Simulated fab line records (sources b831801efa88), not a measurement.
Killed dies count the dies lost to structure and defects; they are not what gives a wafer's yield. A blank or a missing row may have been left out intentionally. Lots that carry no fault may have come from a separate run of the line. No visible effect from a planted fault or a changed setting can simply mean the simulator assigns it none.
The same fault as seen by 2 desks :: flow gf180mcu :: only its own numbers are on each desk; what lay behind them is given at the end

== THE METROLOGY DESK ==
Means of the sampled wafers that have a number, per lot and without regard to the tool the lot ran on: this is what the gauges read. Marked OUT: a lot whose mean sits more than 4 standard deviations from the usual mean, which makes it out of limits; the brackets give that distance.
Columns: A = M3_OVL at GF_M3_OVL_MEAS_15, usual -2 nm
lot: L166
first seen here: day 20 17:53
A: 2

lot: L167
first seen here: day 21 14:54
A: 2

lot: L168
first seen here: day 21 15:46
A: -6

lot: L169
first seen here: day 21 22:52
A: -11

lot: L170
first seen here: day 22 09:13
A: -1

lot: L171
first seen here: day 24 22:37
A: 7

lot: L173
first seen here: day 25 02:59
A: -1

lot: L177
first seen here: day 25 10:10
A: -5

lot: L180
first seen here: day 26 19:28
A: 2

lot: L182
first seen here: day 27 10:32
A: 0

lot: L185
first seen here: day 28 09:45
A: 3

lot: L184
first seen here: day 28 09:55
A: 0

lot: L186
first seen here: day 28 18:10
A: 2

lot: L187
first seen here: day 29 05:19
A: -1
This desk found nothing out of limits on any of the 14 lots.

== TOOL OWNER'S DESK, litho track-03 ==
The tool's own readings at GF_V3_PEB_12 (peb time 90 s): means of the sampled wafers that have a number, for each lot that ran on this tool. Marked OUT: a lot whose mean sits more than 4 standard deviations from the usual mean, which makes it out of limits; the brackets give that distance.
Columns: A = heater power total W at GF_V3_PEB_12, usual 85.69 W
lot: L171
first seen here: day 25 20:31
A: 85.68

lot: L173
first seen here: day 26 01:12
A: 85.75

lot: L177
first seen here: day 26 08:04
A: 86.24 (+6.2) OUT

lot: L180
first seen here: day 27 16:25
A: 86.38 (+7.7) OUT
This desk's finding: out of limits on L177, L180; first on L177, day 26 08:04 (heater power total W at GF_V3_PEB_12). In limits: L171, L173.

== TAKEN TOGETHER ==
On L177, L180, at day 26 08:04, an alarm was possible from the tool owner's desk.
Metrology desk: nothing out of limits seen.
The metrology desk holds a record of L177, L180, inside its limits.
All the named lots went through GF_V3_PEB_12 on litho track-03.

== WHAT THE SIMULATOR HAD INSERTED ==
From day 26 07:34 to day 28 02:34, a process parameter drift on litho track-03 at GF_V3_PEB_12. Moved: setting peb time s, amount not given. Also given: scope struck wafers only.
Shown lots that were struck: L177, L180.
Each desk's first reading out of limits, in hours after the fault started: the tool owner's desk, 1.
